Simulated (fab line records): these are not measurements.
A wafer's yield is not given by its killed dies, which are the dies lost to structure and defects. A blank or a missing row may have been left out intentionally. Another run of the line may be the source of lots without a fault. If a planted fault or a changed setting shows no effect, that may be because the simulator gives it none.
Problem report, 8D (eight disciplines) form, completed by code + flow gf180mcu + the parts of the form that need people (team, actions taken, sign-off) are left out

== 1. THE PROBLEM ==
plate-temp-C at GF_NWELL_SOFTBAKE_03 reads a mean of 116.47 C on 9 wafers of 3 lots; wafers without a fault read 110.03 C with a standard deviation of 0.13. Measured from the usual mean, that is +50 standard deviations.
First observed at day 4 19:28: wafer L692.3, on litho-track-01. At this step, 36 wafers from 12 lots have a number in the record. Rule for "out" (also "out of limits"): further than 4 standard deviations from the usual mean. The other wafers with a number count as sound.

== 2. WHAT IT IS; WHAT IT IS NOT ==
| question                    | is                                 | is not                                                                                       |
|-----------------------------|------------------------------------|----------------------------------------------------------------------------------------------|
| which readings at this step | plate-temp-C, heater-power-total-W | -                                                                                            |
| which lots                  | L692, L694, L695                   | L686, L687, L688, L690, L701, L703, L705, L706, L707                                         |
| which wafers of those lots  | all that have a number             | -                                                                                            |
| read on which tools         | litho-track-01                     | litho-track-02, litho-track-03                                                               |
| when                        | from day 4 19:28                   | up to then (12 sound wafers); but 15 sound wafers of L701, L703, L705, L706, L707 came after |

== 3. SUSPECTS, AND WHAT RULES EACH OUT ==
Counting: a tool at any process step up to the reading remains a suspect when it ran all the lots that are out and ran no sound lot after the first of those.
- litho-track-01 at GF_NWELL_SOFTBAKE_03: ruled out as a lasting fault. After its first lot that is out, L692 (day 4 19:28), sound lots L707 ran on it.
Left after counting: nothing in the record.

== 4. THE CAUSE (what the simulator had put in) ==
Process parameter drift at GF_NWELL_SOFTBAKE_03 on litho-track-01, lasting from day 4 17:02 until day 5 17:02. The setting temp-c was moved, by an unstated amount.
Counting ruled it out, wrongly.

== 5. THE EFFECT CHAIN, in route order ==
Each row: a reading whose mean over the struck wafers that have a number lies more than 3 standard deviations from the usual. Only readings for which the record gives a usual standard deviation are gone through. hours: the time from each lot's start at the first step in this table that gives one to its start at this step, as a median over the lots. sigmas: the change in usual standard deviations.
| hours | step                 | reading                  | usual    | on struck wafers | change | sigmas |
|-------|----------------------|--------------------------|----------|------------------|--------|--------|
| 0     | GF_NWELL_SOFTBAKE_03 | heater-power-total-W     | 65.34 W  | 70.56            | +5.22  | +40    |
| 0     | GF_NWELL_SOFTBAKE_03 | plate-temp-C             | 110.03 C | 116.47           | +6.44  | +50    |
| 8     | GF_NWELL_STRIP_10    | strip-time-to-endpoint-s | 36.64 s  | 36.08            | -0.56  | -5.1   |
Process steps it contains:
- GF_NWELL_SOFTBAKE_03
- GF_NWELL_STRIP_10: strips in O2/N2.
Later measuring or inspecting steps at which every struck wafer that the step has a row for has a number for every such reading, and none has moved that far: GF_MVSD_OVL_MEAS_07.

== 6. HOW IT WOULD HAVE BEEN CAUGHT EARLIER ==
2 hours passed between the start of the fault at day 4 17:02 and the first reading out of limits in this record, taken at day 4 19:28.
